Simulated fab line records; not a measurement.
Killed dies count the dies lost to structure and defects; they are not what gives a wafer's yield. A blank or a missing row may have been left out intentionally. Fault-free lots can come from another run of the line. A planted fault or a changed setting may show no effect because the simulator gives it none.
fab line records | flow sky130
record: lots: 6 | wafers: 18 | lastDay: 50
route steps=708 shown LDD_HVP@286 LDD_LDN@289 PAD_OPEN@708
lots untouched by any fault: they come from a run of this same line in which no faults occurred
startH: hours from the record's opening day to when the first of the lot's shown wafers began | waitH: how many hours have passed since the lot's step before this one | " the same as in the row above | L1.1+2: a single row standing in for several wafers | - either no value or no given start | * or withheld: withheld | < > ~ a bound
route shown NAME@n: names a module that has steps shown in the file, with the first one's number in the route | usual: the fault-free wafers' mean and standard deviation | same: alike in all rows | chamber/n: place in a boat | sites: per-site readings | _std_site: the values' standard deviation | _edge_site: outer sites' mean less inner sites' | radiusMm: how far each site lies from the wafer's centre | mask NAME#n: copy n | behind: the most recent tool/chamber to have shaped the wafer | hold: cause of the lot's hold/its duration in hours/its outcome | device: whichever transistor did not switch (one of n, p or np) | end of line: the route-end tests of the same wafers | where a step has no rows: the recipe by itself | killed: not the wafer's yield, but the dies lost to structure and defects at the first sort | map: dies across one wafer; x = killed, . = not, _ = none there
set.NAME: setting as actually run; set.NAME@STEP: the setting as run at that earlier step | model.NAME: the simulator's own value behind a step, which no gauge read
lots at selected steps of the route; one table per step, one row per wafer
services: when a tool's chamber went out of use (startH, in hours from the record's first day, below 0 if earlier), for how many hours, and the reason
== steps ==
step: SKY_LDD_HVP_IMPLANT_08
recipe: species: B | energyKev: 20 | doseCm2: 1.7e+13 | tiltDeg: 17.9
step: SKY_LDD_HVP_STRIP_09
recipe: chemistry: O2/N2 | powerW: 1400 | pressureMtorr: 1500 | platenTempC: withheld | o2FlowSccm: 3000 | n2FlowSccm: 300 | overashFraction: 0.5
usual: drypumpMotorCurrentA: 5.35/0.28 | oesProductAu: 0.408/0.0046 | stripTimeToEndpointS: 4.130/0.015
lot.wafer | tool           | chamber | startH | waitH | drypumpMotorCurrentA | oesProductAu | rfHoursCounterH | stripTimeToEndpointS
L506.1    | plasmaAsher-02 | 0       | 525.46 | 0.1   | 5.64                 | 0.408        | 82              | 4.114
L506.3    | "              | 0       | "      | "     | 5.63                 | 0.410        | -               | 4.120
L506.5    | "              | 1       | "      | "     | 5.10                 | 0.407        | -               | 4.131
L511.3    | plasmaAsher-02 | 1       | 568.97 | 0.1   | 5.16                 | 0.405        | -               | 4.128
L511.5    | "              | 0       | "      | "     | 5.63                 | 0.411        | -               | 4.157
L511.6    | "              | 1       | "      | "     | 5.13                 | 0.410        | -               | 4.107
L515.2    | plasmaAsher-03 | 1       | 598.06 | 0.1   | 4.95                 | 0.413        | 50              | 4.158
L515.3    | "              | 0       | "      | "     | 5.47                 | 0.409        | -               | 4.149
L515.5    | "              | 0       | "      | "     | 5.44                 | 0.411        | -               | 4.144
L516.2    | plasmaAsher-02 | 1       | 605.48 | 0.1   | 5.15                 | 0.414        | 91              | 4.135
L516.4    | "              | 0       | "      | "     | 5.63                 | 0.414        | -               | 4.135
L516.5    | "              | 1       | "      | "     | 5.14                 | 0.404        | -               | 4.152
L523.1    | plasmaAsher-03 | 0       | 662.36 | 0.1   | 5.46                 | 0.407        | 57              | 4.135
L523.2    | "              | 1       | "      | "     | 4.96                 | 0.397        | 57              | 4.151
L523.5    | "              | 1       | "      | "     | 4.97                 | 0.404        | -               | 4.132
L526.2    | plasmaAsher-02 | 0       | 680.73 | 0.1   | 5.63                 | 0.412        | 99              | 4.118
L526.3    | "              | 0       | "      | "     | 5.65                 | 0.410        | -               | 4.150
L526.6    | "              | 1       | "      | "     | 5.15                 | 0.414        | -               | 4.130
step: SKY_LDD_HVP_TW_MEAS_10
usual: LDD_HVP_TW: 452.8/3
lot.wafer | tool         | chamber | startH | waitH | LDD_HVP_TW
L506.1    | filmMetro-03 | -       | 525.56 | 0.1   | 452.4
L506.3    | "            | -       | "      | "     | 451.8
L506.5    | "            | -       | "      | "     | 452.2
L511.3    | filmMetro-01 | -       | 569.05 | 0.1   | 448.2
L511.5    | "            | -       | "      | "     | 451.1
L511.6    | "            | -       | "      | "     | 450.7
L515.2    | filmMetro-02 | -       | 598.17 | 0.1   | 450.3
L515.3    | "            | -       | "      | "     | 451.1
L515.5    | "            | -       | "      | "     | 450.2
L516.2    | filmMetro-03 | -       | 605.59 | 0.1   | 455.7
L516.4    | "            | -       | "      | "     | 452.3
L516.5    | "            | -       | "      | "     | 454.6
L523.1    | filmMetro-01 | -       | 662.46 | 0.1   | 451.0
L523.2    | "            | -       | "      | "     | 453.9
L523.5    | "            | -       | "      | "     | 455.4
L526.2    | filmMetro-03 | -       | 680.84 | 0.1   | 453.5
L526.3    | "            | -       | "      | "     | 453.5
L526.6    | "            | -       | "      | "     | 452.8
step: SKY_LDD_LDN_DEHYDRATE_00
recipe: tempC: 200 | timeS: 60
step: SKY_LDD_LDN_HMDS_01
recipe: primeTimeS: 60 | primeTempC: 120
step: SKY_LDD_LDN_COAT_02
recipe: resist: NOVOLAK | spinRpm: 3000 | resistThkNm: 1140
step: SKY_LDD_LDN_SOFTBAKE_03
recipe: tempC: 90 | timeS: 60 | resist: NOVOLAK
step: SKY_LDD_LDN_EXPOSE_04
recipe: maskId: LDNTM | na: 0.6 | sourceShape: conventional | sigmaOuter: 0.6 | polarization: unpolarized | targetCdNm: 700 | doseMj: 140
step: SKY_LDD_LDN_PEB_05
recipe: tempC: withheld | timeS: * | resist: NOVOLAK
step: SKY_LDD_LDN_DEVELOP_06
recipe: resist: NOVOLAK | developer: TMAH | developTimeS: 60 | devTempC: 23
step: SKY_LDD_LDN_OVL_MEAS_07
usual: LDD_LDN_OVL: 0.0/1.6
lot.wafer | tool       | chamber | startH | waitH | LDD_LDN_OVL[nm]
L506.1    | overlay-01 | -       | 555.42 | 0.1   | -1.2
L506.3    | "          | -       | "      | "     | -2.1
L506.5    | "          | -       | "      | "     | -3.1
L511.3    | overlay-02 | -       | 598.00 | 0.1   | 2.3
L511.5    | "          | -       | "      | "     | 1.6
L511.6    | "          | -       | "      | "     | 1.1
L515.2    | overlay-01 | -       | 626.93 | 0.1   | -1.7
L515.3    | "          | -       | "      | "     | -2.6
L515.5    | "          | -       | "      | "     | -1.8
L516.2    | overlay-02 | -       | 635.08 | 0.1   | 0.2
L516.4    | "          | -       | "      | "     | -0.7
L516.5    | "          | -       | "      | "     | 2.8
L523.1    | overlay-02 | -       | 689.89 | 0.1   | 0.5
L523.2    | "          | -       | "      | "     | 2.1
L523.5    | "          | -       | "      | "     | 0.4
L526.2    | overlay-02 | -       | 708.60 | 0.1   | 1.5
L526.3    | "          | -       | "      | "     | -1.0
L526.6    | "          | -       | "      | "     | -0.6
step: SKY_LDD_LDN_IMPLANT_08
recipe: species: As | energyKev: 15 | doseCm2: 1.25e+13 | tiltDeg: withheld | rotationDeg: 23
step: SKY_LDD_LDN_IMPLANT_09
recipe: species: As | energyKev: 15 | doseCm2: 1.25e+13 | tiltDeg: withheld | rotationDeg: 113
usual: doseIonsCm2: 1.25e+13/1.2e+10 | faradayCurrentUA: 70.6/1.4
lot.wafer | tool         | chamber | startH | waitH | doseIonsCm2 | faradayCurrentUA
L506.1    | implanter-01 | 0       | 555.61 | 0.1   | 1.2512e+13  | 71.1
L506.3    | "            | 0       | "      | "     | 1.2498e+13  | 72.0
L506.5    | "            | 0       | "      | "     | 1.2489e+13  | 69.5
L511.3    | implanter-04 | 0       | 598.23 | 0.1   | 1.2489e+13  | 70.1
L511.5    | "            | 0       | "      | "     | 1.2509e+13  | 71.1
L511.6    | "            | 0       | "      | "     | 1.2517e+13  | 69.5
L515.2    | implanter-04 | 0       | 627.13 | 0.1   | 9.281e+12   | 52.4
L515.3    | "            | 0       | "      | "     | 9.28e+12    | 53.8
L515.5    | "            | 0       | "      | "     | 9.283e+12   | 53.0
L516.2    | implanter-04 | 0       | 635.28 | 0.1   | 9.243e+12   | 53.8
L516.4    | "            | 0       | "      | "     | 9.262e+12   | 51.3
L516.5    | "            | 0       | "      | "     | 9.254e+12   | 54.2
L523.1    | implanter-02 | 0       | 690.08 | 0.1   | 1.2507e+13  | 71.1
L523.2    | "            | 0       | "      | "     | 1.2509e+13  | 70.8
L523.5    | "            | 0       | "      | "     | 1.2491e+13  | 70.6
L526.2    | implanter-01 | 0       | 708.80 | 0.1   | 1.2496e+13  | 71.5
L526.3    | "            | 0       | "      | "     | 1.2509e+13  | 71.8
L526.6    | "            | 0       | "      | "     | 1.2499e+13  | 69.7
step: SKY_LDD_LDN_IMPLANT_10
recipe: species: As | energyKev: 15 | doseCm2: 1.25e+13 | tiltDeg: withheld | rotationDeg: 203
step: SKY_PAD_OPEN_PROBE_99
usual: killed_at_M0_to_M3: 43/6.5 | killed_at_M4_up: 3.5/1.9 | killedAtContacts: 24/5.4 | killedAtFrontEnd: 16/4.8 | killedAtOther: 0.4/0.64 | killedDies: 87/9.4 | killedOpen: 47/7 | killedShort: 40/6.3
same: grossDies: 492 | killedAtBackSide: 0
lot.wafer | tool      | chamber | startH  | waitH | killed_at_M0_to_M3 | killed_at_M4_up | killedAtContacts | killedAtFrontEnd | killedAtOther | killedDies | killedOpen | killedShort | model.etest.tipSonos.rsOhmSq
L506.1    | prober-02 | -       | 1094.87 | 0.1   | 39                 | 1               | 22               | 17               | 0             | 79         | 32         | 47          | 2619
L506.3    | prober-02 | -       | 1094.97 | 0.2   | 62                 | 3               | 18               | 14               | 0             | 97         | 56         | 41          | 2599
L506.5    | prober-02 | -       | 1095.07 | 0.2   | 32                 | 2               | 15               | 18               | 0             | 67         | 32         | 34          | 2631
L511.3    | prober-01 | -       | 1124.61 | 0.2   | 46                 | 3               | 27               | 11               | 2             | 89         | 49         | 40          | 2632
L511.5    | prober-01 | -       | 1124.71 | 0.2   | 48                 | 1               | 32               | 12               | 0             | 93         | 49         | 44          | 2614
L511.6    | prober-01 | -       | 1124.76 | 0.2   | 41                 | 4               | 25               | 7                | 0             | 77         | 44         | 33          | 2616
L515.2    | prober-02 | -       | 1144.66 | 0.1   | 38                 | 3               | 36               | 15               | 1             | 93         | 51         | 41          | 2788
L515.3    | prober-02 | -       | 1144.71 | 0.2   | 43                 | 5               | 21               | 14               | 2             | 85         | 43         | 40          | 2723
L515.5    | prober-02 | -       | 1144.81 | 0.2   | 49                 | 3               | 23               | 17               | 1             | 93         | 46         | 46          | 2793
L516.2    | prober-01 | -       | 1149.21 | 0.1   | 41                 | 5               | 24               | 21               | 2             | 93         | 55         | 36          | 2729
L516.4    | prober-01 | -       | 1149.31 | 0.2   | 48                 | 6               | 27               | 17               | 0             | 98         | 51         | 47          | 2759
L516.5    | prober-01 | -       | 1149.36 | 0.2   | 51                 | 2               | 33               | 16               | 2             | 104        | 53         | 49          | 2696
L523.1    | prober-02 | -       | 1181.39 | 0.1   | 41                 | 3               | 30               | 25               | 0             | 99         | 59         | 40          | 2655
L523.2    | prober-02 | -       | 1181.44 | 0.1   | 35                 | 3               | 21               | 11               | 0             | 70         | 37         | 33          | 2638
L523.5    | prober-02 | -       | 1181.59 | 0.2   | 39                 | 4               | 31               | 14               | 0             | 88         | 52         | 36          | 2675
L526.2    | prober-01 | -       | 1194.84 | 0.1   | 43                 | 2               | 19               | 21               | 0             | 85         | 46         | 39          | 2600
L526.3    | prober-01 | -       | 1194.89 | 0.2   | 32                 | 1               | 20               | 25               | 1             | 79         | 34         | 44          | 2637
L526.6    | prober-01 | -       | 1195.04 | 0.2   | 42                 | 7               | 24               | 21               | 1             | 95         | 47         | 48          | 2633
killed by level:class
L506.1 METAL2:geometricParticle:short=7 METAL1:geometricParticle:short=7 FIELD_ISO:geometricParticle:short=6 CONTACT:geometricParticle:open=6 VIA3:geometricParticle:short=6 POLY_GATE:geometricParticle:short=5 LI_CONTACT:geometricParticle:open=5 CONTACT:geometricParticle:short=5
L506.3 VIA1:geometricParticle:open=16 VIA3:geometricParticle:open=9 METAL2:geometricParticle:short=8 VIA2:geometricParticle:open=7 LI_CONTACT:geometricParticle:open=5 CONTACT:geometricParticle:open=5 METAL3:geometricParticle:short=5 FIELD_ISO:geometricParticle:open=4
L506.5 VIA1:geometricParticle:open=7 FIELD_ISO:geometricParticle:short=5 POLY_GATE:geometricParticle:open=5 LI_CONTACT:geometricParticle:open=5 METAL1:geometricParticle:short=5 CONTACT:geometricParticle:open=4 METAL2:geometricParticle:short=4 POLY_GATE:geometricParticle:short=3
L511.3 CONTACT:geometricParticle:open=11 VIA1:geometricParticle:open=9 LI_CONTACT:geometricParticle:open=7 METAL1:geometricParticle:short=7 METAL2:geometricParticle:short=7 VIA3:geometricParticle:open=7 POLY_GATE:geometricParticle:open=4 LOCAL_INTERCONNECT:geometricParticle:short=4
L511.5 VIA1:geometricParticle:open=13 CONTACT:geometricParticle:open=10 LI_CONTACT:geometricParticle:open=9 VIA1:geometricParticle:short=9 VIA3:geometricParticle:open=7 CONTACT:geometricParticle:short=6 POLY_GATE:geometricParticle:short=5 METAL2:geometricParticle:short=5
L511.6 CONTACT:geometricParticle:open=12 VIA1:geometricParticle:open=11 VIA2:geometricParticle:open=7 METAL1:geometricParticle:short=6 LI_CONTACT:geometricParticle:open=5 CONTACT:geometricParticle:short=4 VIA1:geometricParticle:short=4 METAL2:geometricParticle:short=4
L515.2 VIA1:geometricParticle:open=12 LI_CONTACT:geometricParticle:open=11 CONTACT:geometricParticle:open=8 LOCAL_INTERCONNECT:geometricParticle:short=7 VIA2:geometricParticle:open=5 POLY_GATE:geometricParticle:short=5 CONTACT:geometricParticle:short=5 METAL1:geometricParticle:short=5
L515.3 VIA3:geometricParticle:open=9 VIA1:geometricParticle:open=8 METAL2:geometricParticle:short=6 LI_CONTACT:geometricParticle:open=5 FIELD_ISO:geometricParticle:open=4 FIELD_ISO:geometricParticle:short=4 CONTACT:geometricParticle:short=4 CONTACT:geometricParticle:open=4
L515.5 VIA1:geometricParticle:open=11 METAL1:geometricParticle:short=9 LI_CONTACT:geometricParticle:open=7 CONTACT:geometricParticle:short=7 VIA2:geometricParticle:open=6 METAL2:geometricParticle:short=6 POLY_GATE:geometricParticle:open=5 VIA3:geometricParticle:open=5
L516.2 VIA1:geometricParticle:open=13 LI_CONTACT:geometricParticle:open=8 CONTACT:geometricParticle:open=7 FIELD_ISO:geometricParticle:open=6 VIA2:geometricParticle:open=6 FIELD_ISO:geometricParticle:short=5 POLY_GATE:geometricParticle:short=4 CONTACT:geometricParticle:short=4
L516.4 METAL1:geometricParticle:short=11 CONTACT:geometricParticle:open=10 LI_CONTACT:geometricParticle:open=7 VIA3:geometricParticle:open=7 VIA2:geometricParticle:short=6 VIA3:geometricParticle:short=6 FIELD_ISO:geometricParticle:short=5 VIA1:geometricParticle:open=4
L516.5 CONTACT:geometricParticle:open=14 METAL1:geometricParticle:short=13 VIA2:geometricParticle:open=8 LI_CONTACT:geometricParticle:open=6 FIELD_ISO:geometricParticle:open=5 POLY_GATE:geometricParticle:open=5 LI_CONTACT:geometricParticle:short=5 VIA1:geometricParticle:open=5
L523.1 LI_CONTACT:geometricParticle:open=12 VIA1:geometricParticle:open=10 FIELD_ISO:geometricParticle:short=9 VIA2:geometricParticle:open=8 CONTACT:geometricParticle:short=7 VIA3:geometricParticle:open=6 METAL2:geometricParticle:short=5 FIELD_ISO:geometricParticle:open=4
L523.2 VIA1:geometricParticle:open=11 CONTACT:geometricParticle:open=7 METAL2:geometricParticle:short=5 VIA2:geometricParticle:open=5 FIELD_ISO:geometricParticle:short=4 VIA2:geometricParticle:short=4 LI_CONTACT:geometricParticle:short=3 LI_CONTACT:geometricParticle:open=3
L523.5 LI_CONTACT:geometricParticle:open=13 VIA1:geometricParticle:open=11 VIA1:geometricParticle:short=7 CONTACT:geometricParticle:open=6 METAL2:geometricParticle:short=5 METAL1:geometricParticle:short=5 VIA3:geometricParticle:open=5 FIELD_ISO:geometricParticle:short=4
L526.2 VIA1:geometricParticle:open=9 VIA3:geometricParticle:open=9 FIELD_ISO:geometricParticle:short=8 CONTACT:geometricParticle:short=6 METAL2:geometricParticle:short=6 FIELD_ISO:geometricParticle:open=5 POLY_GATE:geometricParticle:open=5 CONTACT:geometricParticle:open=5
L526.3 POLY_GATE:geometricParticle:short=8 FIELD_ISO:geometricParticle:short=7 LI_CONTACT:geometricParticle:open=6 VIA2:geometricParticle:open=6 LOCAL_INTERCONNECT:geometricParticle:short=5 FIELD_ISO:geometricParticle:open=4 CONTACT:geometricParticle:open=4 VIA1:geometricParticle:open=4
L526.6 FIELD_ISO:geometricParticle:short=8 CONTACT:geometricParticle:open=8 VIA3:geometricParticle:open=8 FIELD_ISO:geometricParticle:open=6 CONTACT:geometricParticle:short=6 METAL2:geometricParticle:short=5 VIA1:geometricParticle:open=5 METAL1:geometricParticle:short=4
== services ==
tool           | chamber | startH | hours | kind
implanter-01   | -       | 527.98 | 5.0   | pm
implanter-04   | -       | 576.89 | 5.5   | pm
implanter-02   | -       | 584.07 | 5.2   | repair
implanter-02   | -       | 613.68 | 1.1   | repair
implanter-04   | -       | 663.44 | 4.9   | repair
implanter-01   | -       | 668.01 | 0.8   | repair
plasmaAsher-02 | -       | 668.92 | 2.1   | repair
implanter-02   | -       | 674.13 | 1.0   | repair
implanter-04   | -       | 690.86 | 2.8   | repair
== key ==
firstSign: step: SKY_LDD_LDN_IMPLANT_09 | reading: doseIonsCm2 | direction: down | sigmas: 99+ | usual: * | struck: *
effect: step: SKY_LDD_LDN_IMPLANT_09 | reading: faradayCurrentUA | direction: down | sigmas: 12 | usual: 70.6 | struck: 53.1
modelEffect: step: SKY_PAD_OPEN_PROBE_99 | value: etest.tipSonos.rsOhmSq | without: 2651 | struck: 2748
metAt SKY_LDD_LDN_IMPLANT_09
struckWafers L515.2,L515.3,L515.5,L516.2,L516.4,L516.5
testerLeftOut L515,L516
onsetBetween 598.23 627.13
fault: kind: processParameterDrift | tool: implanter-04 | chamber: - | onsetH: 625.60 | steps: SKY_LDD_LDN_IMPLANT_09 | channel: doseCm2 | offset: * | shape: step | endH: 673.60 | actsIn: * | stated: *
testerLeftOut: of these lots the tester's yield and bins aren't shown, on N5 and GAA mostly nor the transistor test; their killed dies are dies lost to structure and defects alone, not to doping, threshold or leakage, so they don't give the yield
